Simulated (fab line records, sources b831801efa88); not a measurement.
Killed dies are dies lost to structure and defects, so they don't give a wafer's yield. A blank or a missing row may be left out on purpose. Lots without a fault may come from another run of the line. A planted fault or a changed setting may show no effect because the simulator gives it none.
A struck lot beside a sound one | flow sky130 | 14 steps out of a route of 708
Sound: wafers L424.3, L424.5, L424.6. Struck: wafers L430.3, L430.4, L430.6. The cause comes at the end.
At each step with rows: each side's tool, then ch and its chambers, then its first start. Under that, the readings that differ: sound wafers | struck wafers | difference of the means | sigmas: that difference in standard deviations of wafers without a fault.
alike: readings whose means differ by less than 2 such deviations, and words and numbers that are the same on both sides. not compared: withheld readings, readings that some wafer has no value for, bounds like >300 that may hide the same value, and numbers for which the record gives no deviation and whose values overlap.
The two part at a step that has a row with sigmas, a row that says differs or no value, or rows on one side only. Numbers that don't overlap but have no deviation are shown without sigmas and don't part them. A reading that every wafer of one side lacks parts them only if that side has two wafers or more.

first, 1 step without rows for these wafers: SKY_CAP2M_DEVELOP_11 (develop time 58.01 s).
SKY_CAP2M_OVL_MEAS_12:
  sound on overlay-01, day 45 08:48; struck on overlay-01, day 46 12:03
  reading        | sound       | struck        | difference | sigmas
  CAP2M_OVL (nm) | 1.9 3.1 3.0 | 0.4 -1.4 -0.8 | -3.3       | -2
SKY_CAP2M_METAL_ETCH_13: etches TiN in Cl2/BCl3, stops on SiO2, target depth 220 nm, time 62.9 s.
  sound on rie_metal-03 ch 0,1, day 45 08:51; struck on rie_metal-03 ch 0,1, day 46 12:06
  alike: bcl3_flow_sccm, drypump_motor_current_A, oes_product_au, rf_fwd_power_W, throttle_valve_pct
  not compared: rf_hours_counter_h
SKY_CAP2M_STRIP_14: strips in O2/N2.
  sound on plasma_asher-03 ch 0,1, day 45 08:56; struck on plasma_asher-04 ch 0,1, day 46 12:11
  reading                      | sound             | struck            | difference | sigmas
  strip_time_to_endpoint_s (s) | 12.65 12.68 12.69 | 12.57 12.53 12.52 | -0.13      | -3
  alike: drypump_motor_current_A, oes_product_au
  not compared: rf_hours_counter_h
then, 8 steps without rows for these wafers: SKY_CAP2M_STRIP_15 (strips in post etch residue remover, time 1200 s); SKY_CAP2M_CLEAN_16 (cleans in IPA, time 180 s); SKY_CAP2M_CLEAN_17 (cleans in O3/DIW); SKY_METAL4_DEHYDRATE_05 (time 60 s); SKY_METAL4_HMDS_06 (prime time 60 s); SKY_METAL4_COAT_07 (resist thk 60 nm); SKY_METAL4_COAT_08 (resist thk 1140 nm); SKY_METAL4_SOFTBAKE_09 (time 90 s).
SKY_METAL4_EXPOSE_10: exposes mask MM4, target cd 300 nm.
  sound on krf_scanner-02 ch 0, day 45 19:23; struck on krf_scanner-02, day 46 23:42
  no value came back on the struck wafers for exposure_dose_mJ_cm2, focus_offset_nm (nm); on the sound wafers exposure_dose_mJ_cm2 reads 27.974 27.993 28.006
  alike: mask
then, 1 step without rows for these wafers: SKY_METAL4_PEB_11.

WHERE THEY PART
First at SKY_CAP2M_OVL_MEAS_12; last, within this record, at SKY_METAL4_EXPOSE_10.

WHY: what the simulator had put in
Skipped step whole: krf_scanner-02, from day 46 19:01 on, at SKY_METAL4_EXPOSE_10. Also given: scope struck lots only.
